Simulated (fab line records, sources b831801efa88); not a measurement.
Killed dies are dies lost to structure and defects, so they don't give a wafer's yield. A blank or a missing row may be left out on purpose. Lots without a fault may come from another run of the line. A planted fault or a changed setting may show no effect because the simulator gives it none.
fab line records | flow sfq_line
record lots=5 wafers=15 last_day=86
route steps=325 shown M0@32 I0@43 M1@58 I1@73 M8@325
lots that met no fault: from a run of the same line without faults
start_h: hours from the record's first day to the start of the lot's first wafer shown | wait_h: hours since the lot's step before | " the same as in the row above | L1.1+2: a row that stands for several wafers | - no value, or no start given | * or withheld: withheld | < > ~ a bound
route shown NAME@n: a module of which the file shows steps, and the number in the route of the first | usual: mean/standard deviation of fault-free wafers | same: alike in all rows | chamber/n: place in a boat | sites: the reading at each site | _std_site: their standard deviation | _edge_site: outer sites' mean less inner sites' | radius_mm: how far each site lies from the wafer's centre | mask NAME#n: copy n | behind: the tool/chamber that last shaped the wafer | hold: why the lot was held/for how many hours/how that ended | device: the transistor (n, p or np) that didn't switch | end of line: the same wafers' tests at the end of the route | a step without rows: its recipe alone | killed: dies lost to structure and defects at the first sort, not the wafer's yield | map: a wafer's dies, x killed, . not, _ none there
set.NAME: the setting as run; set.NAME@STEP: as run at that earlier step | model.NAME: the simulator's own value behind a step, which no gauge read
lots at some steps of the route; a table a step, a row a wafer
services: from which hour (start_h, from the record's first day; less than 0 if before it) a tool's chamber was out of use, for how many hours, and why
## steps
# step SFQ_TRILAYER_M0_LITHO_COAT_026
# recipe resist=BARC spin_rpm=3000 resist_thk_nm=62
# step SFQ_TRILAYER_M0_LITHO_COAT_021
# recipe resist=KrF spin_rpm=3000 resist_thk_nm=600
# step SFQ_TRILAYER_M0_LITHO_SOFTBAKE_025
# recipe temp_c=withheld time_s=withheld resist=KrF
# step SFQ_TRILAYER_M0_LITHO_EXPOSE_022
# recipe mask_id=M0 na=0.6 source_shape=conventional sigma_outer=0.65 target_cd_nm=500 dose_mj=14.4
# step SFQ_TRILAYER_M0_LITHO_PEB_024
# recipe peb_temp_c=115 peb_time_s=60 resist=KrF
# step SFQ_TRILAYER_M0_LITHO_DEVELOP_023
# recipe time_s=60 resist=KrF
# step SFQ_M0_OVL_MEAS_906
# usual M0_OVL=0/5.5
# columns lot.wafer tool chamber start_h wait_h M0_OVL[nm]
L204.4 overlay-01 - 171.76 0.1 3
L204.5 " - " " -3
L204.6 " - " " -1
L205.1 overlay-01 - 177.54 0.1 -8
L205.3 " - " " -6
L205.5 " - " " -6
L216.1 overlay-02 - 239.94 0.1 9
L216.3 " - " " 5
L216.4 " - " " 1
L219.2 overlay-02 - 257.95 0.1 -4
L219.4 " - " " -6
L219.5 " - " " -6
L220.1 overlay-01 - 262.74 0.1 3
L220.2 " - " " 1
L220.6 " - " " 1
# step SFQ_TRILAYER_M0_BARC_OPEN_METAL_ETCH_031
# recipe mask_material=PR chemistry=O2 target_depth_nm=125 target=BARC icp_w=600 bias_w=80 pressure_mtorr=10 time_s=41.7
# step SFQ_TRILAYER_M0_ETCH_METAL_ETCH_024
# recipe target=Nb stop_on=SiO2 mask_material=PR chemistry=Cl2/Ar target_depth_nm=240 icp_w=600 bias_w=80 pressure_mtorr=10 time_s=120
# step SFQ_TRILAYER_M0_STRIP_STRIP_025
# recipe gas=O2 power_w=200 platen_temp_c=40 overash_fraction=0.65 chemistry=O2 pressure_mtorr=50
# step SFQ_TRILAYER_M0_STRIP_SOLV_CLEAN_026
# recipe chemistry=NMP temp_c=70 time_s=600
# step SFQ_TRILAYER_I0_DEP_PECVD_027
# recipe material=SiO2 temp_c=150 time_s=111.11 pressure_torr=2.4 rf_w=183.3 precursor=SiH4/N2O target_thk_nm=500
# usual heater_power_outer_w=33/11 heater_power_w=92/20 showerhead_vpp_V=825/39 throttle_valve_pct=25.1/1.5
# columns lot.wafer tool chamber start_h wait_h heater_power_outer_w heater_power_w showerhead_vpp_V throttle_valve_pct
L204.4 pecvd-01 1 172.78 0.0 34 88 814 26.0
L204.5 " 2 " " 24 73 876 26.4
L204.6 " 0 " " 42 95 806 24.6
L205.1 pecvd-01 0 178.54 0.0 42 102 804 24.3
L205.3 " 2 " " 28 78 880 26.1
L205.5 " 0 " " 45 105 807 24.4
L216.1 pecvd-02 0 240.95 0.0 26 77 843 24.5
L216.3 " 2 " " 20 74 907 25.2
L216.4 " 0 " " 28 82 841 24.6
L219.2 pecvd-04 2 258.94 0.0 50 127 824 27.3
L219.4 " 1 " " 40 110 809 24.5
L219.5 " 0 " " 34 101 765 27.1
L220.1 pecvd-02 0 263.74 0.0 26 77 855 24.5
L220.2 " 2 " " 14 65 900 25.3
L220.6 " 1 " " 27 82 836 24.8
# step SFQ_TRILAYER_I0_CMP_CMP_028
# recipe material=SiO2 down_force_psi=3 platen_rpm=60 pad_velocity_m_s=0.94248
# usual motor_current_A=9.7/0.91 time_to_endpoint_s=217/7.1
# columns lot.wafer tool chamber start_h wait_h motor_current_A time_to_endpoint_s model.SiO2_of_TRILAYER_I0_DEP_PECVD_027.thk_nm
L204.4 cmp-02 2 179.22 6.4 9.5 227 199.3
L204.6 " 0 180.22 7.4 9.8 220 199.7
L204.5 " 1 " " 10.1 231 199.4
L205.3 cmp-01 0 182.79 4.2 10.3 215 202.2
L205.1 " 1 " " 9.2 223 202.3
L205.5 " 0 184.79 6.2 9.5 220 202.9
L216.4 cmp-02 2 242.00 1.0 9.8 176 249.3
L216.1 " 3 " " 11.6 210 201.7
L216.3 " 0 " " 9.7 167 249.9
L219.2 cmp-01 3 259.51 0.5 8.2 215 200.8
L219.4 " 1 260.51 1.5 9.7 216 200.5
L219.5 " 3 261.51 2.5 8.6 221 200.9
L220.1 cmp-01 1 266.01 2.2 9.6 206 198.8
L220.2 " 2 " " 9.0 212 199
L220.6 " 0 267.51 3.7 9.7 203 199.4
# step SFQ_I0_BOW_MEAS_907
# recipe mode=bow
# usual I0_BOW=1/7.9
# columns lot.wafer tool chamber start_h wait_h I0_BOW[um]
L204.4 film_metro-04 - 181.28 1.6 7
L204.5 " - " " 7
L204.6 " - " " -2
L205.1 film_metro-02 - 185.29 1.5 -3
L205.3 " - " " -2
L205.5 " - " " -9
L216.1 film_metro-04 - 245.00 2.0 2
L216.3 " - " " 1
L216.4 " - " " -4
L219.2 film_metro-02 - 262.03 2.0 11
L219.4 " - " " 8
L219.5 " - " " 9
L220.1 film_metro-04 - 268.01 1.5 16
L220.2 " - " " 3
L220.6 " - " " 6
# step SFQ_TRILAYER_I0_METRO_MEASURE_029
# usual thk_nm=200.3/1.1
# columns lot.wafer tool chamber start_h wait_h thk_nm
L204.4 film_metro-04 - 181.94 0.6 199.2
L204.5 " - " " 199.3
L204.6 " - " " 199.7
L205.1 film_metro-02 - 185.41 0.1 202.1
L205.3 " - " " 202.3
L205.5 " - " " 202.9
L216.1 film_metro-04 - 245.12 0.1 201.7
L216.3 " - " " 249.9
L216.4 " - " " 249.3
L219.2 film_metro-02 - 262.33 0.3 200.9
L219.4 " - " " 200.6
L219.5 " - " " 200.6
L220.1 film_metro-04 - 268.13 0.1 198.8
L220.2 " - " " 199.1
L220.6 " - " " 199.2
# step SFQ_TRILAYER_I0_VIA_LITHO_COAT_036
# recipe resist=BARC spin_rpm=3000 resist_thk_nm=62
# step SFQ_TRILAYER_I0_VIA_LITHO_COAT_031
# recipe resist=KrF spin_rpm=3000 resist_thk_nm=650
# step SFQ_TRILAYER_I0_VIA_LITHO_SOFTBAKE_035
# recipe temp_c=withheld time_s=withheld resist=KrF
# step SFQ_TRILAYER_I0_VIA_LITHO_EXPOSE_032
# recipe mask_id=I0 na=0.6 source_shape=conventional sigma_outer=0.65 target_cd_nm=500 dose_mj=21.3
# step SFQ_TRILAYER_I0_VIA_LITHO_PEB_034
# recipe peb_temp_c=115 peb_time_s=60 resist=KrF
# step SFQ_TRILAYER_I0_VIA_LITHO_DEVELOP_033
# recipe time_s=60 resist=KrF
# step SFQ_I0_OVL_MEAS_908
# usual I0_OVL=2/4.2
# columns lot.wafer tool chamber start_h wait_h I0_OVL[nm]
L204.4 overlay-01 - 272.36 0.1 1
L204.5 " - " " -5
L204.6 " - " " -3
L205.1 overlay-02 - 278.34 0.1 4
L205.3 " - " " 5
L205.5 " - " " 3
L216.1 overlay-02 - 354.59 0.1 5
L216.3 " - " " 3
L216.4 " - " " 4
L219.2 overlay-01 - 373.80 0.1 -7
L219.4 " - " " -4
L219.5 " - " " -3
L220.1 overlay-01 - 382.19 0.1 7
L220.2 " - " " 5
L220.6 " - " " 3
# step SFQ_TRILAYER_I0_VIA_BARC_OPEN_VIA_ETCH_046
# recipe mask_material=PR chemistry=O2 target_depth_nm=125 target=BARC source_w=500 bias_w=80 pressure_mtorr=30 time_s=41.7
# usual drypump_motor_current_A=5.8/0.4 oes_product_au=0.685/0.0042
# columns lot.wafer tool chamber start_h wait_h drypump_motor_current_A oes_product_au rf_hours_counter_h
L204.4 rie_diel-01 0 272.38 0.0 5.5 0.687 67
L204.5 " 1 " " 5.2 0.690 -
L204.6 " 0 " " 5.5 0.690 -
L205.1 rie_diel-04 2 278.38 0.0 6.2 0.687 9
L205.3 " 3 " " 6.3 0.683 10
L205.5 " 2 " " 6.2 0.683 -
L216.1 rie_diel-02 3 354.63 0.0 5.6 0.691 91
L216.3 " 1 " " 5.4 0.683 93
L216.4 " 0 " " 5.8 0.687 46
L219.2 rie_diel-02 2 373.83 0.0 6.0 0.688 22
L219.4 " 2 " " 6.0 0.694 -
L219.5 " 2 " " 6.0 0.682 -
L220.1 rie_diel-02 0 382.23 0.0 5.8 0.688 47
L220.2 " 1 " " 5.5 0.679 94
L220.6 " 1 " " 5.5 0.684 -
# step SFQ_TRILAYER_I0_VIA_ETCH_VIA_ETCH_034
# recipe target=SiO2 stop_on=Nb mask_material=PR taper_deg=20 chemistry=CHF3 target_depth_nm=260 source_w=500 bias_w=80 pressure_mtorr=30 time_s=withheld
# usual drypump_motor_current_A=5.8/0.41 oes_product_au=0.855/0.0049
# columns lot.wafer tool chamber start_h wait_h drypump_motor_current_A oes_product_au model.etch.depth_nm model.I0.feature_depth_nm
L204.4 rie_diel-01 0 272.42 0.0 5.5 0.859 199.3 199.3
L204.5 " 1 " " 5.1 0.849 199.4 199.4
L204.6 " 0 " " 5.5 0.852 199.7 199.7
L205.1 rie_diel-04 2 278.42 0.0 6.2 0.853 202.3 202.3
L205.3 " 3 " " 6.3 0.857 202.2 202.2
L205.5 " 2 " " 6.2 0.858 202.9 202.9
L216.1 rie_diel-02 3 354.67 0.0 5.6 0.861 201.7 201.7
L216.3 " 1 " " 5.4 0.978 249.9 249.9
L216.4 " 0 " " 5.8 0.972 249.3 249.3
L219.2 rie_diel-02 2 373.89 0.0 6.0 0.850 200.8 200.8
L219.4 " 2 " " 6.0 0.852 200.5 200.5
L219.5 " 2 " " 6.0 0.858 200.9 200.9
L220.1 rie_diel-02 0 382.27 0.0 5.8 0.848 198.8 198.8
L220.2 " 1 " " 5.4 0.853 199 199
L220.6 " 1 " " 5.4 0.856 199.4 199.4
# step SFQ_TRILAYER_I0_VIA_STRIP_STRIP_035
# recipe gas=O2 power_w=200 platen_temp_c=40 overash_fraction=0.65 chemistry=O2 pressure_mtorr=50
# step SFQ_TRILAYER_I0_VIA_STRIP_SOLV_CLEAN_036
# recipe chemistry=NMP temp_c=70 time_s=600
# step SFQ_TRILAYER_M1_DEP_PRE_CLEAN_038
# recipe gas=Ar time_s=22.5 bias_v=250
# columns lot.wafer tool chamber start_h wait_h model.SiO2_of_TRILAYER_I0_DEP_PECVD_027.thk_nm
L204.4 pvd_sputter-05 - 273.30 0.0 191.8
L204.5 " - " " 191.9
L204.6 " - " " 192.2
L205.1 pvd_sputter-03 - 279.30 0.0 194.8
L205.3 " - " " 194.7
L205.5 " - " " 195.4
L216.1 pvd_sputter-06 - 355.55 0.0 194.2
L216.3 " - " " 242.4
L216.4 " - " " 241.8
L219.2 pvd_sputter-03 - 374.83 0.0 193.3
L219.4 " - " " 193
L219.5 " - " " 193.4
L220.1 pvd_sputter-03 - 383.17 0.0 191.3
L220.2 " - " " 191.5
L220.6 " - " " 191.9
# step SFQ_TRILAYER_M1_DEP_SPUTTER_037
# recipe material=Nb base_pressure_pa=1.33e-06 chamber_pressure_pa=0.1333 substrate_temp_c=20 resputter_cathode_voltage_v=400 target_thk_nm=200 power_w=2000 time_s=133.3
# usual resputter_cathode_voltage_v=401/4.1 throttle_valve_pct=30.0/1.2
# columns lot.wafer tool chamber start_h wait_h resputter_cathode_voltage_v throttle_valve_pct
L204.4 pvd_sputter-05 - 273.33 0.0 406 29.1
L204.5 " - " " 406 29.1
L204.6 " - " " 399 30.3
L205.1 pvd_sputter-03 - 279.33 0.0 403 28.6
L205.3 " - " " 396 28.1
L205.5 " - " " 391 28.0
L216.1 pvd_sputter-06 - 355.58 0.0 404 30.9
L216.3 " - " " 397 31.4
L216.4 " - " " 398 29.0
L219.2 pvd_sputter-03 - 374.86 0.0 399 28.8
L219.4 " - " " 403 31.7
L219.5 " - " " 399 30.3
L220.1 pvd_sputter-03 - 383.20 0.0 411 31.6
L220.2 " - " " 405 30.4
L220.6 " - " " 399 27.7
# step SFQ_M1_RS_MEAS_909
# recipe thk_meas_gauge=four-point-probe reads=Nb_of_TRILAYER_M1_DEP_SPUTTER_037
# usual M1_NB_RS=0.891/0.0098
# columns lot.wafer tool chamber start_h wait_h M1_NB_RS[ohm/sq]
L204.4 film_metro-03 - 273.48 0.1 0.880
L204.5 " - " " 0.883
L204.6 " - " " 0.879
L205.1 film_metro-02 - 279.42 0.0 0.896
L205.3 " - " " 0.891
L205.5 " - " " 0.891
L216.1 film_metro-03 - 355.67 0.0 0.886
L216.3 " - " " 0.895
L216.4 " - " " 0.883
L219.2 film_metro-02 - 374.97 0.1 0.902
L219.4 " - " " 0.896
L219.5 " - " " 0.899
L220.1 film_metro-01 - 383.29 0.0 0.908
L220.2 " - " " 0.897
L220.6 " - " " 0.891
# step SFQ_TRILAYER_M1_LITHO_COAT_044
# recipe resist=BARC spin_rpm=3000 resist_thk_nm=62
# step SFQ_TRILAYER_M1_LITHO_COAT_039
# recipe resist=KrF spin_rpm=3000 resist_thk_nm=600
# step SFQ_TRILAYER_M1_LITHO_SOFTBAKE_043
# recipe temp_c=withheld time_s=withheld resist=KrF
# step SFQ_TRILAYER_M1_LITHO_EXPOSE_040
# recipe mask_id=M1 na=0.6 source_shape=conventional sigma_outer=0.65 target_cd_nm=500 dose_mj=14.4
# step SFQ_TRILAYER_M1_LITHO_PEB_042
# recipe peb_temp_c=115 peb_time_s=60 resist=KrF
# step SFQ_TRILAYER_M1_LITHO_DEVELOP_041
# recipe time_s=60 resist=KrF
# step SFQ_M1_OVL_MEAS_911
# usual M1_OVL=-2/4.7
# columns lot.wafer tool chamber start_h wait_h M1_OVL[nm]
L204.4 overlay-02 - 385.81 0.1 1
L204.5 " - " " 0
L204.6 " - " " 5
L205.1 overlay-02 - 395.39 0.1 4
L205.3 " - " " 4
L205.5 " - " " -3
L216.1 overlay-02 - 482.23 0.1 1
L216.3 " - " " -2
L216.4 " - " " -9
L219.2 overlay-02 - 501.09 0.1 0
L219.4 " - " " 0
L219.5 " - " " 5
L220.1 overlay-01 - 512.88 0.1 -2
L220.2 " - " " -1
L220.6 " - " " 1
# step SFQ_TRILAYER_M1_BARC_OPEN_METAL_ETCH_054
# recipe mask_material=PR chemistry=O2 target_depth_nm=125 target=BARC icp_w=600 bias_w=80 pressure_mtorr=10 time_s=41.7
# step SFQ_TRILAYER_M1_ETCH_METAL_ETCH_042
# recipe target=Nb stop_on=SiO2 mask_material=PR chemistry=Cl2/Ar target_depth_nm=240 icp_w=600 bias_w=80 pressure_mtorr=10 time_s=120
# usual drypump_motor_current_A=5.33/0.26 oes_product_au=0.894/0.0068
# columns lot.wafer tool chamber start_h wait_h drypump_motor_current_A oes_product_au rf_hours_counter_h
L204.4 rie_metal-04 1 385.96 0.1 5.47 0.897 -
L204.5 " 1 " " 5.45 0.903 -
L204.6 " 0 " " 4.89 0.904 -
L205.1 rie_metal-04 0 395.49 0.0 4.88 0.886 131
L205.3 " 0 " " 4.87 0.902 -
L205.5 " 1 " " 5.46 0.901 -
L216.1 rie_metal-02 1 482.33 0.0 5.65 0.892 83
L216.3 " 0 " " 5.46 0.898 -
L216.4 " 1 " " 5.67 0.897 -
L219.2 rie_metal-02 1 501.18 0.0 5.68 0.885 86
L219.4 " 0 " " 5.49 0.891 -
L219.5 " 0 " " 5.48 0.892 -
L220.1 rie_metal-01 0 513.04 0.1 5.32 0.885 145
L220.2 " 0 " " 5.33 0.881 -
L220.6 " 0 " " 5.33 0.892 -
# step SFQ_TRILAYER_M1_STRIP_STRIP_043
# recipe gas=O2 power_w=200 platen_temp_c=40 overash_fraction=0.65 chemistry=O2 pressure_mtorr=50
# step SFQ_TRILAYER_M1_STRIP_SOLV_CLEAN_044
# recipe chemistry=NMP temp_c=70 time_s=600
# step SFQ_TRILAYER_I1_DEP_PECVD_045
# recipe material=SiO2 temp_c=150 time_s=111.11 pressure_torr=2.4 rf_w=183.3 precursor=SiH4/N2O target_thk_nm=500
# usual heater_power_outer_w=36/12 heater_power_w=95/19 showerhead_vpp_V=812/34 throttle_valve_pct=24.7/1.8
# columns lot.wafer tool chamber start_h wait_h heater_power_outer_w heater_power_w showerhead_vpp_V throttle_valve_pct
L204.4 pecvd-01 1 387.09 0.0 31 88 808 22.4
L204.5 " 0 " " 39 94 795 23.7
L204.6 " 2 " " 24 72 874 24.2
L205.1 pecvd-04 2 396.39 0.0 61 142 822 27.6
L205.3 " 0 " " 37 106 758 28.2
L205.5 " 2 " " 43 121 807 27.8
L216.1 pecvd-01 1 483.23 0.0 37 94 813 22.8
L216.3 " 0 " " 40 96 809 24.2
L216.4 " 1 " " 24 78 807 22.4
L219.2 pecvd-04 2 502.08 0.0 47 121 821 28.3
L219.4 " 2 " " 50 133 841 28.5
L219.5 " 1 " " 32 98 812 24.6
L220.1 pecvd-01 2 514.87 0.0 23 73 861 24.5
L220.2 " 1 " " 35 90 812 23.0
L220.6 " 1 " " 37 91 816 22.6
# step SFQ_M8_BOW_MEAS_951
# recipe mode=bow
# usual M8_BOW=5/12
# columns lot.wafer tool chamber start_h wait_h M8_BOW[um] model.etest.i0.link_ohm
L204.4 film_metro-04 - 1997.52 0.1 24 1.955
L204.5 " - " " 23 1.954
L204.6 " - " " 14 1.957
L205.1 film_metro-04 - 2021.58 0.0 -12 1.969
L205.3 " - " " -8 1.964
L205.5 " - " " -17 1.969
L216.1 film_metro-04 - 2060.32 0.0 0 1.956
L216.3 " - " " -2 2.013
L216.4 " - " " -6 1.994
L219.2 film_metro-04 - 2074.64 0.0 4 1.979
L219.4 " - " " 1 1.974
L219.5 " - " " 2 1.977
L220.1 film_metro-02 - 2075.82 0.0 16 1.971
L220.2 " - " " 4 1.958
L220.6 " - " " 5 1.952
## services
# columns tool chamber start_h hours kind
pvd_sputter-03 - 159.59 1.6 repair
pecvd-04 - 180.61 2.8 pm
cmp-01 - 191.44 1.8 repair
pecvd-01 - 194.25 14.0 pm
pecvd-04 2 220.82 9.7 repair
rie_diel-02 1 244.12 2.8 repair
pvd_sputter-03 - 244.94 7.9 repair
pecvd-04 0 274.28 16.3 repair
pecvd-01 - 281.06 0.8 repair
rie_diel-02 1 282.16 5.2 repair
pecvd-04 2 290.68 24.7 repair
cmp-01 - 291.83 1.0 repair
film_metro-04 - 303.50 1.6 pm
film_metro-04 - 305.50 2.3 pm
rie_diel-02 3 372.41 6.5 repair
rie_diel-02 - 372.49 0.6 repair
rie_diel-02 0 373.34 5.0 repair
pvd_sputter-03 - 394.25 0.6 repair
rie_diel-02 3 423.07 5.2 repair
rie_diel-02 1 425.52 1.5 repair
rie_diel-02 2 428.52 4.7 repair
rie_diel-02 0 437.42 3.6 repair
pecvd-01 - 437.64 0.8 repair
pecvd-01 1 464.42 4.3 repair
## key
first_sign step=SFQ_TRILAYER_I0_CMP_CMP_028 reading=time_to_endpoint_s direction=down sigmas=6.4 usual=* struck=*
effect step=SFQ_TRILAYER_I0_METRO_MEASURE_029 reading=thk_nm direction=up sigmas=46 usual=200.3 struck=249.6
effect step=SFQ_TRILAYER_I0_VIA_ETCH_VIA_ETCH_034 reading=oes_product_au direction=up sigmas=25 usual=0.855 struck=0.975
model_effect step=SFQ_TRILAYER_I0_CMP_CMP_028 value=SiO2_of_TRILAYER_I0_DEP_PECVD_027.thk_nm without=199.6 struck=249.6
model_effect step=SFQ_TRILAYER_I0_VIA_ETCH_VIA_ETCH_034 value=etch.depth_nm without=199.6 struck=249.6
model_effect step=SFQ_TRILAYER_M1_DEP_PRE_CLEAN_038 value=SiO2_of_TRILAYER_I0_DEP_PECVD_027.thk_nm without=192.1 struck=242.1
model_effect step=SFQ_M8_BOW_MEAS_951 value=etest.i0.link_ohm without=1.957 struck=2.003
met_at SFQ_TRILAYER_I0_CMP_CMP_028
struck_wafers L216.3,L216.4
onset_between 179.22 242.00
fault kind=process_parameter_drift tool=cmp-02 chamber=- onset_h=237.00 steps=SFQ_TRILAYER_I0_CMP_CMP_028 channel=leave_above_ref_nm offset=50 shape=step end_h=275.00 scope=struck_wafers_only acts_in=these_recipes_only stated=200
